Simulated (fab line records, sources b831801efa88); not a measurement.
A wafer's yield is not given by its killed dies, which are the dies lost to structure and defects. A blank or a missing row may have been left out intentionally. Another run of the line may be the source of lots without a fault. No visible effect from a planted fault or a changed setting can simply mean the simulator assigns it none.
fab line records + flow sfq-line
record
- lots=14
- wafers=42
- last-day=91
route steps=325 shown M2@99 M6@263 I7@306
lots with no fault: from the same line, run without faults
start-h: the number of hours between the record's first day and the start of the first shown wafer of the lot + wait-h: hours since the lot's step before + " same as the row above + L1.1+2: several wafers, shown together as one row + - either no value or no given start + * or withheld: withheld + < > ~ a bound
route shown NAME@n: NAME is a module with steps in the file, n the number in the route of the first one + usual: mean/standard deviation taken from wafers without a fault + same: alike in all rows + chamber/n: place in a boat + sites: per-site readings + _std_site: standard deviation across them + _edge_site: outer sites' mean less inner sites' + radius-mm: how far each site lies from the wafer's centre + mask NAME#n: copy n + behind: tool/chamber where the wafer was last shaped + hold: the reason the lot was held/the length of the hold in hours/how it ended + device: which transistor (n, p or np) failed to switch + end of line: the same wafers' tests at the end of the route + a step without rows: its recipe alone + killed: dies that structure and defects cost at the first sort, which is not the same as the wafer's yield + map: the dies of a wafer, with x for killed, . for not killed, _ for no die there
set.NAME: setting as actually run; set.NAME@STEP: the setting as run at that earlier step + model.NAME: the simulator's own value behind a step, which no gauge read
the route's steps for a sample of lots (tables are steps, rows are wafers)
services: when a tool's chamber went out of use (start-h, in hours from the record's first day, below 0 if earlier), for how many hours, and the reason
## steps
# step SFQ_TRILAYER_M2_BARC_OPEN_METAL_ETCH_077
# recipe
- mask-material=PR
- chemistry=O2
- target-depth-nm=125
- target=BARC
- icp-w=600
- bias-w=80
- pressure-mtorr=10
- time-s=41.7
# usual
- drypump-motor-current-A=5.5/0.43
- oes-product-au=0.685/0.0046
- rf-fwd-power-W=592.6/2.8
| lot.wafer | tool         | chamber | start-h | wait-h | drypump-motor-current-A | oes-product-au | rf-fwd-power-W | rf-hours-counter-h |
|-----------|--------------|---------|---------|--------|-------------------------|----------------|----------------|--------------------|
| L757.1    | rie-metal-04 | 1       | 715.03  | 0.0    | 4.9                     | 0.686          | 596.8          | 110                |
| L757.2    | "            | 0       | "       | "      | 5.4                     | 0.685          | 589.2          | 55                 |
| L757.3    | "            | 1       | "       | "      | 4.9                     | 0.681          | 595.4          | -                  |
| L759.1    | rie-metal-02 | 1       | 734.23  | 0.0    | 4.8                     | 0.683          | 592.7          | 1                  |
| L759.4    | "            | 1       | "       | "      | 4.8                     | 0.686          | 592.1          | -                  |
| L759.5    | "            | 0       | "       | "      | 5.7                     | 0.679          | 595.0          | -                  |
| L763.2    | rie-metal-02 | 0       | 776.39  | 0.0    | 5.7                     | 0.695          | 589.2          | 65                 |
| L763.4    | "            | 0       | "       | "      | 5.7                     | 0.684          | 587.3          | -                  |
| L763.5    | "            | 0       | "       | "      | 5.7                     | 0.685          | 593.0          | -                  |
| L764.1    | rie-metal-02 | 1       | 782.39  | 0.0    | 4.8                     | 0.683          | 591.8          | 8                  |
| L764.4    | "            | 1       | "       | "      | 4.8                     | 0.685          | 590.8          | -                  |
| L764.6    | "            | 0       | "       | "      | 5.7                     | 0.688          | 588.9          | -                  |
| L765.1    | rie-metal-01 | 1       | 793.19  | 0.0    | 5.7                     | 0.686          | 596.8          | 57                 |
| L765.3    | "            | 0       | "       | "      | 6.0                     | 0.682          | 592.9          | -                  |
| L765.5    | "            | 0       | "       | "      | 6.0                     | 0.682          | 594.9          | -                  |
| L766.1    | rie-metal-02 | 0       | 808.18  | 0.0    | 5.7                     | 0.689          | 585.4          | 71                 |
| L766.5    | "            | 1       | "       | "      | 4.8                     | 0.688          | 590.8          | -                  |
| L766.6    | "            | 0       | "       | "      | 5.7                     | 0.686          | 589.6          | -                  |
| L768.1    | rie-metal-02 | 0       | 843.31  | 0.0    | 5.7                     | 0.689          | 591.3          | 75                 |
| L768.4    | "            | 0       | "       | "      | 5.7                     | 0.684          | 590.0          | -                  |
| L768.6    | "            | 0       | "       | "      | 5.7                     | 0.680          | 589.6          | -                  |
| L769.3    | rie-metal-01 | 1       | 850.53  | 0.0    | 5.8                     | 0.679          | 596.7          | -                  |
| L769.4    | "            | 0       | "       | "      | 6.0                     | 0.692          | 595.3          | -                  |
| L769.6    | "            | 0       | "       | "      | 6.0                     | 0.691          | 596.0          | -                  |
| L770.2    | rie-metal-02 | 0       | 855.44  | 0.0    | 5.7                     | 0.685          | 591.7          | 77                 |
| L770.3    | "            | 1       | "       | "      | 4.8                     | 0.681          | 589.2          | -                  |
| L770.5    | "            | 0       | "       | "      | 5.7                     | 0.693          | 590.0          | -                  |
| L771.3    | rie-metal-02 | 0       | 860.27  | 0.1    | 5.7                     | 0.688          | 590.0          | -                  |
| L771.4    | "            | 0       | "       | "      | 5.7                     | 0.682          | 593.0          | -                  |
| L771.5    | "            | 0       | "       | "      | 5.7                     | 0.685          | 591.5          | -                  |
| L772.2    | rie-metal-01 | 0       | 861.44  | 0.0    | 6.0                     | 0.680          | 594.2          | 110                |
| L772.4    | "            | 1       | "       | "      | 5.8                     | 0.681          | 596.5          | -                  |
| L772.6    | "            | 0       | "       | "      | 6.0                     | 0.680          | 592.7          | -                  |
| L775.3    | rie-metal-01 | 1       | 867.45  | 0.0    | 5.8                     | 0.684          | 834.4          | -                  |
| L775.5    | "            | 0       | "       | "      | 6.1                     | 0.688          | 593.8          | -                  |
| L775.6    | "            | 1       | "       | "      | 5.8                     | 0.688          | 837.4          | -                  |
| L778.2    | rie-metal-01 | 1       | 873.44  | 0.0    | 5.8                     | 0.683          | 836.1          | 68                 |
| L778.3    | "            | 1       | "       | "      | 5.8                     | 0.689          | 836.0          | -                  |
| L778.5    | "            | 1       | "       | "      | 5.8                     | 0.686          | 834.5          | -                  |
| L779.1    | rie-metal-02 | 0       | 928.64  | 0.0    | 5.7                     | 0.680          | 594.8          | 90                 |
| L779.5    | "            | 0       | "       | "      | 5.7                     | 0.686          | 593.5          | -                  |
| L779.6    | "            | 1       | "       | "      | 4.8                     | 0.690          | 588.2          | -                  |
# step SFQ_TRILAYER_M6_ETCH_METAL_ETCH_162
# recipe
- target=Nb
- stop-on=SiO2
- mask-material=PR
- chemistry=Cl2/Ar
- target-depth-nm=240
- icp-w=600
- bias-w=80
- pressure-mtorr=10
- time-s=120
# usual
- drypump-motor-current-A=5.5/0.46
- oes-product-au=0.896/0.0082
- rf-fwd-power-W=597.3/1.8
| lot.wafer | tool         | chamber | start-h | wait-h | drypump-motor-current-A | oes-product-au | rf-fwd-power-W | rf-hours-counter-h |
|-----------|--------------|---------|---------|--------|-------------------------|----------------|----------------|--------------------|
| L757.1    | rie-metal-01 | 0       | 1710.89 | 0.0    | 6.0                     | 0.898          | 596.1          | 94                 |
| L757.2    | "            | 1       | "       | "      | 5.8                     | 0.895          | 599.4          | 51                 |
| L757.3    | "            | 0       | "       | "      | 6.0                     | 0.894          | 594.4          | -                  |
| L759.1    | rie-metal-03 | 0       | 1715.66 | 0.1    | 4.9                     | 0.910          | 595.8          | 8                  |
| L759.4    | "            | 1       | "       | "      | 6.2                     | 0.909          | 596.7          | -                  |
| L759.5    | "            | 1       | "       | "      | 6.2                     | 0.904          | 599.2          | -                  |
| L763.2    | rie-metal-01 | 0       | 1840.90 | 0.0    | 6.0                     | 0.883          | 600.9          | 112                |
| L763.4    | "            | 1       | "       | "      | 5.8                     | 0.896          | 598.2          | -                  |
| L763.5    | "            | 1       | "       | "      | 5.8                     | 0.886          | 595.4          | -                  |
| L764.1    | rie-metal-04 | 1       | 1844.50 | 0.0    | 5.0                     | 0.892          | 599.2          | 124                |
| L764.4    | "            | 1       | "       | "      | 5.0                     | 0.891          | 598.4          | -                  |
| L764.6    | "            | 0       | "       | "      | 5.4                     | 0.887          | 599.1          | -                  |
| L765.1    | rie-metal-04 | 1       | 1857.70 | 0.0    | 4.9                     | 0.902          | 599.0          | 126                |
| L765.3    | "            | 1       | "       | "      | 4.9                     | 0.894          | 595.7          | -                  |
| L765.5    | "            | 1       | "       | "      | 4.9                     | 0.902          | 595.4          | -                  |
| L766.1    | rie-metal-04 | 1       | 1860.10 | 0.0    | 4.9                     | 0.887          | 596.4          | 126                |
| L766.5    | "            | 1       | "       | "      | 4.9                     | 0.900          | 595.1          | -                  |
| L766.6    | "            | 0       | "       | "      | 5.4                     | 0.894          | 596.4          | -                  |
| L768.1    | rie-metal-03 | 0       | 1864.96 | 0.1    | 4.9                     | 0.903          | 598.2          | 29                 |
| L768.4    | "            | 0       | "       | "      | 5.0                     | 0.882          | 597.6          | -                  |
| L768.6    | "            | 0       | "       | "      | 4.9                     | 0.897          | 598.3          | -                  |
| L769.3    | rie-metal-04 | 0       | 1867.44 | 0.1    | 5.4                     | 0.896          | 598.1          | -                  |
| L769.4    | "            | 0       | "       | "      | 5.4                     | 0.894          | 596.4          | -                  |
| L769.6    | "            | 0       | "       | "      | 5.4                     | 0.901          | 598.2          | -                  |
| L770.2    | rie-metal-01 | 0       | 1881.70 | 0.0    | 6.0                     | 0.885          | 602.4          | 120                |
| L770.3    | "            | 1       | "       | "      | 5.7                     | 0.903          | 600.3          | -                  |
| L770.5    | "            | 0       | "       | "      | 6.0                     | 0.893          | 601.0          | -                  |
| L771.3    | rie-metal-03 | 0       | 1891.76 | 0.1    | 5.0                     | 0.906          | 597.8          | -                  |
| L771.4    | "            | 1       | "       | "      | 6.2                     | 0.908          | 593.7          | -                  |
| L771.5    | "            | 1       | "       | "      | 6.2                     | 0.895          | 597.5          | -                  |
| L772.2    | rie-metal-04 | 1       | 1895.32 | 0.0    | 4.9                     | 0.899          | 595.8          | 1                  |
| L772.4    | "            | 1       | "       | "      | 4.9                     | 0.901          | 595.7          | -                  |
| L772.6    | "            | 1       | "       | "      | 4.9                     | 0.908          | 597.8          | -                  |
| L775.3    | rie-metal-01 | 0       | 1903.76 | 0.1    | 6.0                     | 0.903          | 599.0          | -                  |
| L775.5    | "            | 0       | "       | "      | 6.0                     | 0.897          | 597.0          | -                  |
| L775.6    | "            | 1       | "       | "      | 5.8                     | 0.894          | 598.9          | -                  |
| L778.2    | rie-metal-04 | 0       | 1912.22 | 0.0    | 5.4                     | 0.886          | 596.3          | 91                 |
| L778.3    | "            | 1       | "       | "      | 4.9                     | 0.886          | 600.1          | -                  |
| L778.5    | "            | 1       | "       | "      | 4.9                     | 0.887          | 600.1          | -                  |
| L779.1    | rie-metal-03 | 0       | 1928.46 | 0.0    | 4.9                     | 0.889          | 596.4          | 41                 |
| L779.5    | "            | 0       | "       | "      | 5.0                     | 0.902          | 596.2          | -                  |
| L779.6    | "            | 1       | "       | "      | 6.2                     | 0.902          | 596.8          | -                  |
# step SFQ_I7_OVL_MEAS_947
# usual
- I7_OVL=0/6.1
| lot.wafer | tool       | chamber | start-h | wait-h | I7_OVL[nm] |
|-----------|------------|---------|---------|--------|------------|
| L757.1    | overlay-02 | -       | 1828.79 | 0.1    | -2         |
| L757.2    | "          | -       | "       | "      | 2          |
| L757.3    | "          | -       | "       | "      | -2         |
| L759.1    | overlay-01 | -       | 1840.47 | 0.1    | -12        |
| L759.4    | "          | -       | "       | "      | -1         |
| L759.5    | "          | -       | "       | "      | -10        |
| L763.2    | overlay-01 | -       | 1860.30 | 0.1    | -5         |
| L763.4    | "          | -       | "       | "      | -1         |
| L763.5    | "          | -       | "       | "      | 5          |
| L764.1    | overlay-02 | -       | 1867.13 | 0.1    | -5         |
| L764.4    | "          | -       | "       | "      | -14        |
| L764.6    | "          | -       | "       | "      | -13        |
| L765.1    | overlay-01 | -       | 1894.03 | 0.1    | -9         |
| L765.3    | "          | -       | "       | "      | -6         |
| L765.5    | "          | -       | "       | "      | -12        |
| L766.1    | overlay-02 | -       | 1909.73 | 0.1    | 3          |
| L766.5    | "          | -       | "       | "      | -6         |
| L766.6    | "          | -       | "       | "      | -5         |
| L768.1    | overlay-01 | -       | 1976.31 | 0.1    | 4          |
| L768.4    | "          | -       | "       | "      | 5          |
| L768.6    | "          | -       | "       | "      | 1          |
| L769.3    | overlay-01 | -       | 1979.92 | 0.1    | -7         |
| L769.4    | "          | -       | "       | "      | -13        |
| L769.6    | "          | -       | "       | "      | -8         |
| L770.2    | overlay-01 | -       | 2075.26 | 0.1    | 5          |
| L770.3    | "          | -       | "       | "      | 4          |
| L770.5    | "          | -       | "       | "      | 5          |
| L771.3    | overlay-01 | -       | 2081.37 | 0.1    | 3          |
| L771.4    | "          | -       | "       | "      | 9          |
| L771.5    | "          | -       | "       | "      | 8          |
| L772.2    | overlay-01 | -       | 2087.09 | 0.1    | -2         |
| L772.4    | "          | -       | "       | "      | 4          |
| L772.6    | "          | -       | "       | "      | -2         |
| L775.3    | overlay-02 | -       | 2094.30 | 0.1    | -3         |
| L775.5    | "          | -       | "       | "      | -3         |
| L775.6    | "          | -       | "       | "      | -8         |
| L778.2    | overlay-01 | -       | 2101.09 | 0.1    | 9          |
| L778.3    | "          | -       | "       | "      | 10         |
| L778.5    | "          | -       | "       | "      | 6          |
| L779.1    | overlay-01 | -       | 2111.88 | 0.1    | -2         |
| L779.5    | "          | -       | "       | "      | -3         |
| L779.6    | "          | -       | "       | "      | -8         |
# step SFQ_TRILAYER_I7_VIA_STRIP_STRIP_191
# recipe
- gas=O2
- power-w=200
- platen-temp-c=40
- overash-fraction=0.65
- chemistry=O2
- pressure-mtorr=50
# usual
- drypump-motor-current-A=5.3/0.47
- oes-product-au=0.999/0.008
| lot.wafer | tool         | chamber | start-h | wait-h | drypump-motor-current-A | oes-product-au | rf-hours-counter-h |
|-----------|--------------|---------|---------|--------|-------------------------|----------------|--------------------|
| L757.1    | rie-metal-04 | 1       | 1828.98 | -      | 5.0                     | 1.010          | 121                |
| L757.2    | "            | 0       | "       | "      | 5.4                     | 1.002          | 73                 |
| L757.3    | "            | 1       | "       | "      | 4.9                     | 1.005          | -                  |
| L759.1    | rie-metal-02 | 0       | 1840.66 | -      | 5.7                     | 1.007          | 77                 |
| L759.4    | "            | 1       | "       | "      | 4.8                     | 0.995          | -                  |
| L759.5    | "            | 0       | "       | "      | 5.7                     | 0.996          | -                  |
| L763.2    | rie-metal-02 | 1       | 1860.48 | -      | 4.8                     | 0.999          | 22                 |
| L763.4    | "            | 1       | "       | "      | 4.8                     | 1.005          | -                  |
| L763.5    | "            | 1       | "       | "      | 4.8                     | 1.006          | -                  |
| L764.1    | rie-metal-02 | 0       | 1867.32 | -      | 5.7                     | 0.992          | 80                 |
| L764.4    | "            | 1       | "       | "      | 4.8                     | 0.996          | -                  |
| L764.6    | "            | 1       | "       | "      | 4.8                     | 0.992          | -                  |
| L765.1    | rie-metal-03 | 0       | 1894.21 | -      | 4.9                     | 1.009          | 34                 |
| L765.3    | "            | 0       | "       | "      | 5.0                     | 0.997          | -                  |
| L765.5    | "            | 1       | "       | "      | 6.3                     | 1.016          | -                  |
| L766.1    | rie-metal-04 | 1       | 1909.91 | -      | 5.0                     | 0.998          | 4                  |
| L766.5    | "            | 1       | "       | "      | 5.0                     | 0.992          | -                  |
| L766.6    | "            | 0       | "       | "      | 5.5                     | 1.003          | -                  |
| L768.1    | rie-metal-03 | 0       | 1976.50 | -      | 4.9                     | 0.976          | 48                 |
| L768.4    | "            | 1       | "       | "      | 6.2                     | 1.002          | -                  |
| L768.6    | "            | 0       | "       | "      | 5.0                     | 0.975          | -                  |
| L769.3    | rie-metal-04 | 1       | 1980.30 | -      | 5.0                     | 0.993          | -                  |
| L769.4    | "            | 0       | "       | "      | 5.4                     | 1.000          | -                  |
| L769.6    | "            | 0       | "       | "      | 5.4                     | 1.002          | -                  |
| L770.2    | rie-metal-04 | 1       | 2075.45 | -      | 4.9                     | 0.996          | 23                 |
| L770.3    | "            | 1       | "       | "      | 4.9                     | 0.991          | -                  |
| L770.5    | "            | 1       | "       | "      | 4.9                     | 0.996          | -                  |
| L771.3    | rie-metal-02 | 0       | 2081.75 | -      | 5.7                     | 0.992          | -                  |
| L771.4    | "            | 1       | "       | "      | 4.8                     | 0.983          | -                  |
| L771.5    | "            | 1       | "       | "      | 4.9                     | 0.993          | -                  |
| L772.2    | rie-metal-03 | 0       | 2087.27 | -      | 5.0                     | 0.986          | 61                 |
| L772.4    | "            | 1       | "       | "      | 6.2                     | 0.991          | -                  |
| L772.6    | "            | 1       | "       | "      | 6.3                     | 0.997          | -                  |
| L775.3    | rie-metal-04 | 0       | 2094.67 | -      | 5.4                     | 1.014          | -                  |
| L775.5    | "            | 0       | "       | "      | 5.4                     | 1.005          | -                  |
| L775.6    | "            | 1       | "       | "      | 4.9                     | 0.997          | -                  |
| L778.2    | rie-metal-03 | 0       | 2101.27 | -      | 4.9                     | 0.982          | 63                 |
| L778.3    | "            | 0       | "       | "      | 5.0                     | 0.997          | -                  |
| L778.5    | "            | 0       | "       | "      | 4.9                     | 0.988          | -                  |
| L779.1    | rie-metal-04 | 1       | 2112.07 | -      | 5.0                     | 0.998          | 26                 |
| L779.5    | "            | 1       | "       | "      | 4.9                     | 1.003          | -                  |
| L779.6    | "            | 0       | "       | "      | 5.4                     | 1.011          | -                  |
## services
| tool         | chamber | start-h | hours | kind   |
|--------------|---------|---------|-------|--------|
| rie-metal-04 | -       | 744.92  | 0.8   | repair |
| rie-metal-02 | 0       | 811.23  | 11.3  | repair |
| rie-metal-02 | 1       | 856.45  | 21.3  | repair |
| rie-metal-04 | 1       | 924.16  | 25.1  | repair |
| rie-metal-02 | 0       | 938.66  | 11.7  | repair |
| rie-metal-02 | -       | 1063.43 | 2.8   | pm     |
| rie-metal-04 | -       | 1065.59 | 0.6   | repair |
| rie-metal-04 | 0       | 1145.30 | 4.5   | repair |
| rie-metal-02 | 0       | 1177.78 | 2.8   | repair |
| rie-metal-02 | 1       | 1213.46 | 10.4  | repair |
| rie-metal-04 | 1       | 1402.56 | 11.6  | repair |
| rie-metal-02 | -       | 1404.57 | 1.4   | pm     |
| rie-metal-02 | 0       | 1411.33 | 5.8   | repair |
| rie-metal-02 | -       | 1451.56 | 0.6   | repair |
| rie-metal-04 | -       | 1458.18 | 2.8   | pm     |
| rie-metal-04 | -       | 1503.67 | 0.6   | repair |
| rie-metal-02 | -       | 1510.39 | 1.4   | repair |
| rie-metal-02 | 0       | 1577.23 | 1.8   | repair |
| rie-metal-02 | 0       | 1579.34 | 10.0  | repair |
| rie-metal-04 | -       | 1598.76 | 1.4   | pm     |
| rie-metal-04 | 0       | 1782.75 | 18.4  | repair |
| rie-metal-04 | 1       | 1814.63 | 10.6  | repair |
| rie-metal-04 | -       | 1824.08 | 0.1   | repair |
| rie-metal-04 | -       | 2046.05 | 14.6  | pm     |
## key
first-sign
- step=SFQ_TRILAYER_M2_BARC_OPEN_METAL_ETCH_077
- reading=rf-fwd-power-W
- direction=up
- sigmas=88
- usual=592.6
- struck=835.7
effect none on later readings
met-at SFQ_TRILAYER_M2_BARC_OPEN_METAL_ETCH_077
struck-lots L775,L778
struck-wafers L775.3,L775.6,L778.2,L778.3,L778.5
not-acting-at SFQ_TRILAYER_M6_ETCH_METAL_ETCH_162,SFQ_I7_OVL_MEAS_947,SFQ_TRILAYER_I7_VIA_STRIP_STRIP_191
onset-between 861.44 867.45
fault
- kind=process-parameter-drift
- tool=rie-metal-01
- chamber=1
- onset-h=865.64
- steps=SFQ_TRILAYER_M2_BARC_OPEN_METAL_ETCH_077
- channel=icp-w
- offset=240
- shape=step
- end-h=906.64
- acts-in=these-recipes-only
- stated=600
